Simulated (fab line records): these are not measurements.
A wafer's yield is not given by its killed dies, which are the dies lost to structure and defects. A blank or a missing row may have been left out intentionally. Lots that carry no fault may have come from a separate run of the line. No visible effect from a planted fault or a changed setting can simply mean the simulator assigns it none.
fab line records    flow sky130
[record] lots = 6  wafers = 18  last_day = 50
route steps=708 shown VT_ADJUST_HVTR@139 VT_ADJUST_PCH@143 SONOS_TUNNEL@154 PAD_OPEN@708
lots untouched by any fault: they come from a run of this same line in which no faults occurred
start_h: start of the lot's first displayed wafer, in hours after the record's first day    wait_h: hours elapsed since this lot's preceding step    " as in the row above    L1.1+2: a single row standing in for several wafers    - no value present, or no start provided    * or withheld: withheld    < > ~ a bound
route shown NAME@n: a module of which the file shows steps, and the number in the route of the first    usual: mean/standard deviation taken from wafers without a fault    same: alike in all rows    chamber/n: place in a boat    sites: per-site readings    _std_site: how widely they spread, as a standard deviation    _edge_site: the outer-site mean with the inner-site mean subtracted    radius_mm: for every site, how far away it sits from the centre of the wafer    mask NAME#n: copy n    behind: tool/chamber where the wafer was last shaped    hold: the reason the lot was held/the length of the hold in hours/how it ended    device: which transistor (n, p or np) failed to switch    end of line: the tests these same wafers got at the end of their route    where a step has no rows: the recipe by itself    killed: the dies lost at the first sort to structure and to defects; this is not the yield of the wafer    map: shows each die of a wafer: x if killed, . if not, _ if none is there
set.NAME: the setting that was run; set.NAME@STEP: the one run at that earlier step    model.NAME: the simulator's own value behind a step, which no gauge read
lots at some steps of the route; a table a step, a row a wafer
services: from which hour (start_h, from the record's first day; less than 0 if before it) a tool's chamber was out of use, for how many hours, and why
[[steps]]
[step SKY_VT_ADJUST_HVTR_OVL_MEAS_08]
[usual] VT_ADJUST_HVTR_OVL = -0.3/1.7
lot.wafer  tool        chamber  start_h  wait_h  VT_ADJUST_HVTR_OVL[nm]
L947.1     overlay-02  -        223.80   0.1     0.0
L947.3     "           -        "        "       -0.1
L947.6     "           -        "        "       -2.0
L951.2     overlay-01  -        253.36   0.1     2.2
L951.5     "           -        "        "       -1.1
L951.6     "           -        "        "       1.1
L962.2     overlay-01  -        337.20   0.1     -3.2
L962.3     "           -        "        "       -1.3
L962.5     "           -        "        "       -2.0
L964.3     overlay-01  -        349.66   0.1     2.5
L964.4     "           -        "        "       1.1
L964.5     "           -        "        "       1.7
L965.3     overlay-02  -        370.76   0.1     -1.6
L965.4     "           -        "        "       -0.2
L965.5     "           -        "        "       -0.8
L967.1     overlay-02  -        387.39   0.1     1.0
L967.2     "           -        "        "       0.8
L967.6     "           -        "        "       2.9
[step SKY_VT_ADJUST_HVTR_IMPLANT_09]
[recipe] species = B  energy_kev = 10  dose_cm2 = 2.1e+12  tilt_deg = withheld
[step SKY_VT_ADJUST_HVTR_STRIP_10]
[recipe] chemistry = O2/N2  power_w = 1400  pressure_mtorr = 1500  platen_temp_c = withheld  o2_flow_sccm = 3000  n2_flow_sccm = 300  overash_fraction = 0.5
[usual] drypump_motor_current_A = 5.6/0.38  oes_product_au = 0.715/0.0048  strip_time_to_endpoint_s = 14.17/0.038
lot.wafer  tool             chamber  start_h  wait_h  drypump_motor_current_A  oes_product_au  rf_hours_counter_h  strip_time_to_endpoint_s
L947.1     plasma_asher-04  1        223.99   0.1     6.0                      0.722           51                  14.21
L947.3     "                1        "        "       6.0                      0.716           -                   14.14
L947.6     "                1        "        "       6.0                      0.712           -                   14.13
L951.2     plasma_asher-01  1        253.54   0.1     5.2                      0.709           56                  14.16
L951.5     "                1        "        "       5.2                      0.720           -                   14.18
L951.6     "                0        "        "       5.3                      0.712           -                   14.20
L962.2     plasma_asher-02  0        337.38   0.1     5.8                      0.713           52                  14.18
L962.3     "                0        "        "       5.9                      0.710           -                   14.13
L962.5     "                1        "        "       5.5                      0.717           -                   14.11
L964.3     plasma_asher-01  1        349.99   0.1     5.2                      0.720           -                   14.17
L964.4     "                0        "        "       5.2                      0.706           -                   14.19
L964.5     "                1        "        "       5.2                      0.715           -                   14.13
L965.3     plasma_asher-01  1        370.97   0.1     5.2                      0.712           -                   14.13
L965.4     "                0        "        "       5.2                      0.718           -                   14.16
L965.5     "                0        "        "       5.2                      0.714           -                   14.15
L967.1     plasma_asher-01  1        387.58   0.1     5.2                      0.706           69                  14.11
L967.2     "                0        "        "       5.2                      0.710           69                  14.11
L967.6     "                0        "        "       5.2                      0.716           -                   14.13
[step SKY_VT_ADJUST_HVTR_TW_MEAS_11]
[usual] VT_ADJUST_HVTR_TW = 211.9/1.2
lot.wafer  tool           chamber  start_h  wait_h  VT_ADJUST_HVTR_TW
L947.1     film_metro-04  -        224.09   0.1     214.5
L947.3     "              -        "        "       214.9
L947.6     "              -        "        "       214.0
L951.2     film_metro-04  -        253.65   0.1     212.3
L951.5     "              -        "        "       212.0
L951.6     "              -        "        "       212.8
L962.2     film_metro-04  -        337.49   0.1     212.7
L962.3     "              -        "        "       212.0
L962.5     "              -        "        "       212.5
L964.3     film_metro-04  -        350.08   0.1     212.1
L964.4     "              -        "        "       212.0
L964.5     "              -        "        "       212.7
L965.3     film_metro-03  -        371.06   0.1     210.4
L965.4     "              -        "        "       210.8
L965.5     "              -        "        "       210.8
L967.1     film_metro-03  -        387.68   0.1     211.1
L967.2     "              -        "        "       211.9
L967.6     "              -        "        "       212.0
[step SKY_VT_ADJUST_PCH_DEHYDRATE_00]
[recipe] temp_c = 200  time_s = 60
[step SKY_VT_ADJUST_PCH_HMDS_01]
[recipe] prime_time_s = 60  prime_temp_c = 120
[step SKY_VT_ADJUST_PCH_COAT_02]
[recipe] spin_rpm = 2000  resist_thk_nm = 3000
[step SKY_VT_ADJUST_PCH_SOFTBAKE_03]
[recipe] temp_c = 110  time_s = withheld
[step SKY_VT_ADJUST_PCH_EXPOSE_04]
[recipe] mask_id = NWM  na = 0.6  source_shape = conventional  sigma_outer = 0.6  polarization = unpolarized  target_cd_nm = 840  dose_mj = 255
[step SKY_VT_ADJUST_PCH_PEB_05]
[recipe] temp_c = 115  time_s = withheld
[step SKY_VT_ADJUST_PCH_DEVELOP_06]
[recipe] wall_angle_deg = 90  developer = TMAH  develop_time_s = 60  dev_temp_c = 23
[step SKY_VT_ADJUST_PCH_OVL_MEAS_07]
[usual] VT_ADJUST_PCH_OVL = -1.9/1.3
lot.wafer  tool        chamber  start_h  wait_h  VT_ADJUST_PCH_OVL[nm]
L947.1     overlay-01  -        247.82   -       -1.6
L947.3     "           -        "        "       -2.9
L947.6     "           -        "        "       -2.3
L951.2     overlay-01  -        278.53   -       -2.9
L951.5     "           -        "        "       -1.9
L951.6     "           -        "        "       -2.5
L962.2     overlay-01  -        365.69   -       -2.7
L962.3     "           -        "        "       0.5
L962.5     "           -        "        "       -0.2
L964.3     overlay-02  -        379.24   -       -2.0
L964.4     "           -        "        "       -3.3
L964.5     "           -        "        "       -2.7
L965.3     overlay-02  -        399.87   -       -1.9
L965.4     "           -        "        "       -3.8
L965.5     "           -        "        "       -0.8
L967.1     overlay-02  -        416.76   -       -0.9
L967.2     "           -        "        "       -2.5
L967.6     "           -        "        "       -1.9
[step SKY_VT_ADJUST_PCH_IMPLANT_08]
[recipe] species = B  energy_kev = 10  dose_cm2 = 5e+11  tilt_deg = withheld
[usual] dose_ions_cm2 = 5e+11/5.1e+08  faraday_current_uA = 2.81/0.052
lot.wafer  tool          chamber  start_h  wait_h  dose_ions_cm2  faraday_current_uA
L947.1     implanter-01  0        247.86   0.0     4.997e+11      2.83
L947.3     "             0        "        "       4.991e+11      2.87
L947.6     "             0        "        "       4.993e+11      2.75
L951.2     implanter-03  0        278.66   0.1     4.993e+11      2.82
L951.5     "             0        "        "       4.999e+11      2.80
L951.6     "             0        "        "       5.006e+11      2.79
L962.2     implanter-01  0        365.74   0.0     3.905e+11      2.17
L962.3     "             0        "        "       3.902e+11      2.18
L962.5     "             0        "        "       3.91e+11       2.15
L964.3     implanter-01  0        379.32   0.1     3.908e+11      2.16
L964.4     "             0        "        "       3.909e+11      2.26
L964.5     "             0        "        "       3.913e+11      2.23
L965.3     implanter-03  0        399.95   0.1     5.004e+11      2.83
L965.4     "             0        "        "       4.999e+11      2.84
L965.5     "             0        "        "       5.006e+11      2.81
L967.1     implanter-03  0        416.80   0.0     5e+11          2.88
L967.2     "             0        "        "       5.002e+11      2.85
L967.6     "             0        "        "       5e+11          2.78
[step SKY_VT_ADJUST_PCH_STRIP_09]
[recipe] chemistry = O2/N2  power_w = 1400  pressure_mtorr = 1500  platen_temp_c = withheld  o2_flow_sccm = 3000  n2_flow_sccm = 300  overash_fraction = 0.5
[usual] drypump_motor_current_A = 5.7/0.47  oes_product_au = 0.723/0.0047  strip_time_to_endpoint_s = 36.91/0.092
lot.wafer  tool             chamber  start_h  wait_h  drypump_motor_current_A  oes_product_au  rf_hours_counter_h  strip_time_to_endpoint_s
L947.1     plasma_asher-02  0        248.01   0.1     5.9                      0.726           43                  36.95
L947.3     "                0        "        "       5.8                      0.723           -                   36.87
L947.6     "                1        "        "       5.5                      0.725           -                   36.93
L951.2     plasma_asher-01  1        278.78   0.1     5.2                      0.727           59                  36.92
L951.5     "                1        "        "       5.2                      0.726           -                   36.86
L951.6     "                0        "        "       5.2                      0.727           -                   36.79
L962.2     plasma_asher-01  0        365.87   0.1     5.2                      0.719           67                  36.89
L962.3     "                1        "        "       5.2                      0.715           -                   36.68
L962.5     "                0        "        "       5.2                      0.718           -                   36.85
L964.3     plasma_asher-03  0        379.45   0.1     5.8                      0.727           -                   36.98
L964.4     "                1        "        "       6.5                      0.728           -                   36.97
L964.5     "                0        "        "       5.9                      0.721           -                   36.79
L965.3     plasma_asher-03  1        400.08   0.1     6.5                      0.724           -                   36.84
L965.4     "                0        "        "       5.9                      0.718           -                   36.92
L965.5     "                0        "        "       5.9                      0.724           -                   36.84
L967.1     plasma_asher-02  1        416.95   0.1     5.4                      0.725           58                  36.96
L967.2     "                0        "        "       5.8                      0.724           58                  36.94
L967.6     "                1        "        "       5.4                      0.725           -                   36.98
[step SKY_VT_ADJUST_PCH_TW_MEAS_10]
[usual] VT_ADJUST_PCH_TW = 144.0/0.69
lot.wafer  tool           chamber  start_h  wait_h  VT_ADJUST_PCH_TW
L947.1     film_metro-01  -        248.11   0.1     144.4
L947.3     "              -        "        "       143.9
L947.6     "              -        "        "       143.8
L951.2     film_metro-04  -        278.89   0.1     143.7
L951.5     "              -        "        "       143.7
L951.6     "              -        "        "       144.9
L962.2     film_metro-04  -        365.98   0.1     135.9
L962.3     "              -        "        "       135.1
L962.5     "              -        "        "       135.3
L964.3     film_metro-04  -        379.54   0.1     134.7
L964.4     "              -        "        "       135.6
L964.5     "              -        "        "       135.4
L965.3     film_metro-04  -        400.17   0.1     143.2
L965.4     "              -        "        "       143.6
L965.5     "              -        "        "       144.1
L967.1     film_metro-03  -        417.05   0.1     144.7
L967.2     "              -        "        "       144.1
L967.6     "              -        "        "       144.1
[step SKY_SONOS_TUNNEL_DEHYDRATE_00]
[recipe] temp_c = 200  time_s = 60
[step SKY_PAD_OPEN_PROBE_99]
[usual] killed_at_M0_to_M3 = 42/6.9  killed_at_M4_up = 3.2/1.7  killed_at_contacts = 25/5.1  killed_at_front_end = 15/4.5  killed_at_other = 0.4/0.63  killed_dies = 86/9.3  killed_open = 46/7  killed_short = 39/6.9
[same] gross_dies = 492  killed_at_back_side = 0
lot.wafer  tool       chamber  start_h  wait_h  killed_at_M0_to_M3  killed_at_M4_up  killed_at_contacts  killed_at_front_end  killed_at_other  killed_dies  killed_open  killed_short  model.etest.pfet_g5v0d10v5.off_log10_a_um  model.etest.pfet_01v8_lvt.off_log10_a_um  model.etest.pfet_g5v0d10v5.vt_sat_v  model.etest.pfet_16v.vt_v  model.etest.pfet_g5v0d10v5.vt_v  model.etest.pfet_g5v0d10v5.vt_long_v  model.etest.pfet_01v8_lvt.vt_sat_v  model.etest.pfet_01v8_lvt.vt_v
L947.1     prober-02  -        1096.49  0.1     51                  5                26                  18                   0                100          58           42            -12.57                                     -9.276                                    -0.643                               -1.114                     -0.8216                          -0.9439                               -0.4692                             -0.5532
L947.3     prober-02  -        1096.59  0.2     46                  4                31                  19                   0                100          54           46            -12.72                                     -9.312                                    -0.6447                              -1.122                     -0.8313                          -0.9484                               -0.4653                             -0.5522
L947.6     prober-02  -        1096.74  0.2     49                  3                23                  21                   1                97           52           45            -13.04                                     -9.083                                    -0.6838                              -1.12                      -0.8628                          -0.9428                               -0.4598                             -0.5456
L951.2     prober-02  -        1124.95  0.1     54                  3                32                  8                    0                97           44           53            -12.9                                      -9.001                                    -0.6612                              -1.131                     -0.8536                          -0.9592                               -0.4505                             -0.5414
L951.5     prober-02  -        1125.10  0.2     55                  2                23                  17                   0                97           54           43            -13.28                                     -9.012                                    -0.7007                              -1.131                     -0.885                           -0.9583                               -0.4624                             -0.5512
L951.6     prober-02  -        1125.15  0.2     48                  2                21                  13                   0                84           37           46            -12.75                                     -9.014                                    -0.6588                              -1.125                     -0.8467                          -0.9513                               -0.4599                             -0.5494
L962.2     prober-02  -        1180.69  0.1     44                  0                22                  17                   0                83           50           33            -13.15                                     -9.664                                    -0.6866                              -1.139                     -0.8749                          -0.9656                               -0.4946                             -0.5762
L962.3     prober-02  -        1180.74  0.2     46                  4                20                  12                   0                82           36           46            -12.76                                     -9.578                                    -0.6713                              -1.147                     -0.8619                          -0.9735                               -0.4955                             -0.5829
L962.5     prober-02  -        1180.84  0.2     38                  2                30                  11                   0                81           49           32            -13.13                                     -9.727                                    -0.6854                              -1.151                     -0.869                           -0.9754                               -0.4971                             -0.5808
L964.3     prober-02  -        1189.28  0.2     46                  3                22                  18                   1                90           51           39            -13.23                                     -9.531                                    -0.713                               -1.167                     -0.893                           -0.9923                               -0.4983                             -0.5802
L964.4     prober-02  -        1189.33  0.2     33                  1                15                  20                   0                69           30           39            -13.34                                     -9.657                                    -0.7123                              -1.162                     -0.8847                          -0.991                                -0.502                              -0.5788
L964.5     prober-02  -        1189.38  0.2     39                  3                28                  17                   0                87           56           31            -13.31                                     -9.55                                     -0.7082                              -1.16                      -0.8918                          -0.9827                               -0.493                              -0.5803
L965.3     prober-01  -        1198.19  0.2     42                  3                22                  10                   1                78           39           39            -12.25                                     -9.036                                    -0.6162                              -1.094                     -0.8153                          -0.9186                               -0.4531                             -0.5428
L965.4     prober-01  -        1198.24  0.2     34                  4                42                  17                   0                97           52           44            -12.55                                     -8.998                                    -0.6322                              -1.097                     -0.8275                          -0.9281                               -0.4531                             -0.5453
L965.5     prober-01  -        1198.29  0.2     42                  4                30                  21                   0                97           54           43            -12.5                                      -8.991                                    -0.6274                              -1.086                     -0.8221                          -0.9225                               -0.4523                             -0.5424
L967.1     prober-02  -        1206.99  0.1     39                  2                34                  11                   1                87           39           47            -12.65                                     -8.8                                      -0.6549                              -1.103                     -0.8379                          -0.9304                               -0.4437                             -0.531
L967.2     prober-02  -        1207.04  0.1     47                  3                29                  8                    0                87           46           41            -12.34                                     -8.705                                    -0.6183                              -1.091                     -0.8101                          -0.9223                               -0.4338                             -0.5258
L967.6     prober-02  -        1207.24  0.2     43                  4                11                  11                   0                69           42           27            -12.7                                      -8.89                                     -0.6525                              -1.113                     -0.8364                          -0.9372                               -0.4448                             -0.535
// killed by level:class
L947.1 VIA1:geometric_particle:open=16 LI_CONTACT:geometric_particle:open=10 VIA3:geometric_particle:open=9 CONTACT:geometric_particle:short=7 VIA2:geometric_particle:open=5 CONTACT:geometric_particle:open=5 METAL2:geometric_particle:short=5 METAL1:geometric_particle:short=5
L947.3 CONTACT:geometric_particle:open=13 VIA1:geometric_particle:open=12 CONTACT:geometric_particle:short=8 POLY_GATE:geometric_particle:open=5 METAL1:geometric_particle:short=5 METAL2:geometric_particle:short=5 VIA2:geometric_particle:open=5 VIA3:geometric_particle:open=5
L947.6 VIA1:geometric_particle:open=11 LI_CONTACT:geometric_particle:open=10 FIELD_ISO:geometric_particle:open=6 CONTACT:geometric_particle:open=6 METAL2:geometric_particle:short=6 POLY_GATE:geometric_particle:short=5 METAL1:geometric_particle:short=5 VIA1:geometric_particle:short=4
L951.2 CONTACT:geometric_particle:short=11 CONTACT:geometric_particle:open=9 VIA1:geometric_particle:open=9 METAL1:geometric_particle:short=8 VIA3:geometric_particle:open=7 LI_CONTACT:geometric_particle:open=6 VIA1:geometric_particle:short=6 METAL2:geometric_particle:short=6
L951.5 VIA1:geometric_particle:open=11 CONTACT:geometric_particle:open=10 METAL2:geometric_particle:short=10 VIA3:geometric_particle:open=9 LI_CONTACT:geometric_particle:open=6 VIA1:geometric_particle:short=6 VIA2:geometric_particle:open=6 FIELD_ISO:geometric_particle:short=5
L951.6 VIA1:geometric_particle:open=9 METAL2:geometric_particle:short=8 VIA1:geometric_particle:short=7 LI_CONTACT:geometric_particle:open=6 CONTACT:geometric_particle:open=6 METAL1:geometric_particle:short=5 VIA2:geometric_particle:open=5 CONTACT:geometric_particle:short=4
L962.2 CONTACT:geometric_particle:open=10 VIA3:geometric_particle:open=10 VIA1:geometric_particle:open=9 VIA2:geometric_particle:open=9 POLY_GATE:geometric_particle:short=6 LOCAL_INTERCONNECT:geometric_particle:short=5 METAL1:geometric_particle:short=5 POLY_GATE:geometric_particle:open=4
L962.3 VIA1:geometric_particle:open=12 VIA1:geometric_particle:short=8 CONTACT:geometric_particle:short=7 METAL2:geometric_particle:short=7 LI_CONTACT:geometric_particle:open=6 METAL1:geometric_particle:short=4 VIA2:geometric_particle:short=4 METAL4:geometric_particle:short=4
L962.5 CONTACT:geometric_particle:open=10 LI_CONTACT:geometric_particle:open=9 CONTACT:geometric_particle:short=8 VIA1:geometric_particle:open=7 METAL2:geometric_particle:short=7 VIA2:geometric_particle:open=6 VIA1:geometric_particle:short=6 POLY_GATE:geometric_particle:open=5
L964.3 VIA1:geometric_particle:open=15 VIA2:geometric_particle:open=8 CONTACT:geometric_particle:open=7 FIELD_ISO:geometric_particle:short=6 LI_CONTACT:geometric_particle:open=6 VIA1:geometric_particle:short=6 LOCAL_INTERCONNECT:geometric_particle:short=5 POLY_GATE:geometric_particle:short=4
L964.4 METAL2:geometric_particle:short=9 FIELD_ISO:geometric_particle:short=6 POLY_GATE:geometric_particle:open=6 CONTACT:geometric_particle:short=6 VIA1:geometric_particle:short=5 VIA1:geometric_particle:open=5 VIA2:geometric_particle:open=5 POLY_GATE:geometric_particle:short=4
L964.5 VIA1:geometric_particle:open=15 CONTACT:geometric_particle:open=12 LI_CONTACT:geometric_particle:open=8 FIELD_ISO:geometric_particle:open=6 CONTACT:geometric_particle:short=6 VIA3:geometric_particle:open=6 POLY_GATE:geometric_particle:short=4 VIA1:geometric_particle:short=4
L965.3 LI_CONTACT:geometric_particle:open=8 VIA1:geometric_particle:open=8 METAL1:geometric_particle:short=7 CONTACT:geometric_particle:short=6 VIA3:geometric_particle:open=6 VIA2:geometric_particle:open=6 VIA3:geometric_particle:short=6 CONTACT:geometric_particle:open=5
L965.4 CONTACT:geometric_particle:open=16 LI_CONTACT:geometric_particle:open=11 FIELD_ISO:geometric_particle:short=8 VIA3:geometric_particle:open=8 VIA1:geometric_particle:open=6 VIA2:geometric_particle:open=6 LOCAL_INTERCONNECT:geometric_particle:short=5 METAL1:geometric_particle:short=5
L965.5 CONTACT:geometric_particle:open=11 LI_CONTACT:geometric_particle:open=9 VIA1:geometric_particle:open=9 FIELD_ISO:geometric_particle:short=6 METAL2:geometric_particle:short=6 VIA2:geometric_particle:open=6 VIA3:geometric_particle:open=6 VIA1:geometric_particle:short=5
L967.1 CONTACT:geometric_particle:short=11 VIA1:geometric_particle:open=10 CONTACT:geometric_particle:open=9 METAL1:geometric_particle:short=8 LI_CONTACT:geometric_particle:short=5 VIA2:geometric_particle:open=5 LI_CONTACT:geometric_particle:open=4 LOCAL_INTERCONNECT:geometric_particle:short=4
L967.2 CONTACT:geometric_particle:open=13 VIA3:geometric_particle:short=8 VIA1:geometric_particle:open=7 CONTACT:geometric_particle:short=6 POLY_GATE:geometric_particle:open=5 VIA3:geometric_particle:open=5 LI_CONTACT:geometric_particle:open=4 LOCAL_INTERCONNECT:geometric_particle:short=4
L967.6 VIA1:geometric_particle:open=13 CONTACT:geometric_particle:open=7 METAL1:geometric_particle:short=7 VIA2:geometric_particle:open=5 VIA3:geometric_particle:open=5 FIELD_ISO:geometric_particle:open=3 POLY_GATE:geometric_particle:open=3 VIA3:geometric_particle:short=3
[[services]]
tool             chamber  start_h  hours  kind
implanter-03     -        213.38   4.4    pm
plasma_asher-03  -        239.51   0.7    repair
implanter-01     -        256.39   4.1    repair
implanter-01     -        275.12   4.1    pm
implanter-03     -        297.83   5.2    repair
implanter-03     -        319.19   0.5    repair
plasma_asher-01  -        335.35   4.2    repair
plasma_asher-03  -        336.64   6.1    repair
plasma_asher-04  -        338.96   2.3    repair
implanter-03     -        344.60   18.7   repair
plasma_asher-02  -        350.37   8.3    repair
plasma_asher-02  -        362.59   6.9    pm
implanter-01     -        375.54   2.7    pm
plasma_asher-03  -        405.95   3.6    repair
implanter-01     -        411.15   2.0    repair
[[key]]
[first_sign] step = SKY_VT_ADJUST_PCH_IMPLANT_08  reading = dose_ions_cm2  direction = down  sigmas = 99+  usual = *  struck = *
[effect] step = SKY_VT_ADJUST_PCH_IMPLANT_08  reading = faraday_current_uA  direction = down  sigmas = 12  usual = 2.81  struck = 2.19
[effect] step = SKY_VT_ADJUST_PCH_TW_MEAS_10  reading = VT_ADJUST_PCH_TW  direction = down  sigmas = 13  usual = 144.0  struck = 135.3
[model_effect] step = SKY_PAD_OPEN_PROBE_99  value = etest.pfet_g5v0d10v5.off_log10_a_um  without = -12.69  struck = -13.15
met_at SKY_VT_ADJUST_PCH_IMPLANT_08
struck_wafers L962.2,L962.3,L962.5,L964.3,L964.4,L964.5
tester_left_out L962,L964
onset_between 247.86 365.74
[fault] kind = process_parameter_drift  tool = implanter-01  chamber = -  onset_h = 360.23  steps = SKY_VT_ADJUST_PCH_IMPLANT_08  channel = dose_cm2  offset = *  shape = step  end_h = 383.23  acts_in = *  stated = *
// tester_left_out: of these lots the tester's yield and bins aren't shown, on N5 and GAA mostly nor the transistor test; their killed dies are dies lost to structure and defects alone, not to doping, threshold or leakage, so they don't give the yield
